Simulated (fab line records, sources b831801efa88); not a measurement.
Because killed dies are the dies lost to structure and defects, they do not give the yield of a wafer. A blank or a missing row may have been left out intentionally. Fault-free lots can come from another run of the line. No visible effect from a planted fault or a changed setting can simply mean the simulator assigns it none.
Chamber matching / flow gf180mcu / 4 sister chambers for GF_STI_CMP_25 on cmp-01
The step polishes, stops on Si3N4, t overpolish 33 s, target thk 524.6 nm. 7 wafers are shown with their chamber, then 8 later ones without.

== WAFERS WITH THEIR CHAMBER ==
wafer=L856.2; chamber=3; motor current A (A)=12.5; time to endpoint s (s)=128
wafer=L858.6; chamber=1; motor current A (A)=12.6; time to endpoint s (s)=123
wafer=L859.1; chamber=3; motor current A (A)=12.9; time to endpoint s (s)=116
wafer=L859.6; chamber=0; motor current A (A)=10.8; time to endpoint s (s)=122
wafer=L861.5; chamber=2; motor current A (A)=12.0; time to endpoint s (s)=119
wafer=L861.6; chamber=1; motor current A (A)=12.5; time to endpoint s (s)=122
wafer=L867.1; chamber=2; motor current A (A)=11.4; time to endpoint s (s)=116

== WAFERS WITHOUT THEIR CHAMBER ==
wafer=L867.3; motor current A (A)=12.9; time to endpoint s (s)=125
wafer=L867.5; motor current A (A)=13.6; time to endpoint s (s)=124
wafer=L873.1; motor current A (A)=10.4; time to endpoint s (s)=124
wafer=L873.3; motor current A (A)=12.8; time to endpoint s (s)=126
wafer=L873.5; motor current A (A)=12.4; time to endpoint s (s)=122
wafer=L875.1; motor current A (A)=13.1; time to endpoint s (s)=127
wafer=L875.3; motor current A (A)=12.4; time to endpoint s (s)=128
wafer=L875.5; motor current A (A)=9.8; time to endpoint s (s)=128

== WHICH CHAMBER EACH ONE RAN IN ==
wafer=L867.3; from the rows above=can't be placed: 3 or 1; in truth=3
wafer=L867.5; from the rows above=can't be placed: 3 or 1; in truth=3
wafer=L873.1; from the rows above=0; in truth=0
wafer=L873.3; from the rows above=can't be placed: 3 or 1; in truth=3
wafer=L873.5; from the rows above=can't be placed: 1 or 3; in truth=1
wafer=L875.1; from the rows above=can't be placed: 3 or 1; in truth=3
wafer=L875.3; from the rows above=can't be placed: 1 or 3 or 2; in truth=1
wafer=L875.5; from the rows above=0; in truth=0
2 of 8 placed correctly. Can't be placed from these rows: 6 (the true chamber is among the candidates in 6). Number placed wrongly: 0.
How it was worked out, from the rows above alone: a wafer's distance from a chamber is the root of the sum, over the readings, of the square of ((its reading less the chamber's mean) divided by the reading's scatter). The wafer belongs to the nearest chamber; if the next one is less than 2 further off, it can't be placed. For every chamber, the mean is computed from those of its wafers that are shown. The scatter is the square root of a quotient: the sum, over the shown wafers, of each reading's squared deviation from its chamber's mean, divided by wafers minus chambers.
